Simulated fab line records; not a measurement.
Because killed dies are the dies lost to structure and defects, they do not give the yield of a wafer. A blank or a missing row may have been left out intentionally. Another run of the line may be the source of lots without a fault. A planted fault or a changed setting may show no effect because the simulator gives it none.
The same fault as seen by 2 desks :: flow sfq_line :: each desk holds nothing but its own numbers, with what lay behind them at the end

## THE METROLOGY DESK
Lot by lot, what the gauges showed, no matter which tool ran the lot: averages of those sampled wafers that carry a number. Any lot whose mean is over 4 standard deviations away from the usual mean is out of limits and marked OUT; that distance is given in the brackets.
Columns: A = I5_OVL at SFQ_I5_OVL_MEAS_936, usual -2 nm
lot: L827
first seen here: day 70 15:12
A: 3

lot: L828
first seen here: day 71 11:15
A: 1

lot: L829
first seen here: day 71 17:23
A: -4

lot: L830
first seen here: day 71 20:59
A: -3

lot: L832
first seen here: day 73 18:01
A: -1

lot: L833
first seen here: day 74 06:08
A: -5

lot: L837
first seen here: day 75 01:20
A: -3

lot: L842
first seen here: day 77 01:28
A: 1

lot: L843
first seen here: day 77 02:40
A: -6

lot: L845
first seen here: day 77 05:04
A: 1

lot: L847
first seen here: day 77 07:28
A: -1

lot: L848
first seen here: day 78 06:56
A: -2

lot: L849
first seen here: day 78 08:07
A: -9

lot: L850
first seen here: day 78 13:07
A: -7
This desk found nothing out of limits on any of the 14 lots.

## AT THE TOOL OWNER'S DESK: rie_metal-03
The tool's own readings at SFQ_TRILAYER_M4_ETCH_METAL_ETCH_096 (etches Nb in Cl2/Ar, stops on SiO2, target depth 240 nm, time 120 s): means of the sampled wafers that have a number, for each lot that ran on this tool. Any lot whose mean is over 4 standard deviations away from the usual mean is out of limits and marked OUT; that distance is given in the brackets.
Columns: A = drypump_motor_current_A at SFQ_TRILAYER_M4_ETCH_METAL_ETCH_096, usual 6.0 A; B = oes_product_au at SFQ_TRILAYER_M4_ETCH_METAL_ETCH_096, usual 0.893 a.u.
lot: L828
first seen here: day 58 01:34
A: 5.5
B: 0.895

lot: L837
first seen here: day 61 23:40
A: 5.5
B: 0.894

lot: L842
first seen here: day 63 00:58
A: 6.0
B: 0.804 (-14) OUT

lot: L843
first seen here: day 63 03:32
A: 6.0
B: 0.798 (-15) OUT
This desk finds L842, L843 out of limits, L842 being first, at day 63 00:58 (oes_product_au at SFQ_TRILAYER_M4_ETCH_METAL_ETCH_096). L828, L837 stayed within limits.

## BROUGHT TOGETHER
The tool owner's desk had the chance to raise an alarm at day 63 00:58 on L842, L843.
At the metrology desk, nothing out of limits was observed.
The metrology desk has L842, L843 on record, within its limits.
Of the lots named, all ran SFQ_TRILAYER_M4_ETCH_METAL_ETCH_096 on rie_metal-03.

## WHAT THE SIMULATOR HAD PUT IN
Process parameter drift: rie_metal-03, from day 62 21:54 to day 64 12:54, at SFQ_TRILAYER_M4_ETCH_METAL_ETCH_096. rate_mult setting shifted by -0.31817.
Struck lots among those shown: L842, L843.
How many hours passed from the start of the fault until each desk's first out-of-limits reading: the tool owner's desk, 3.
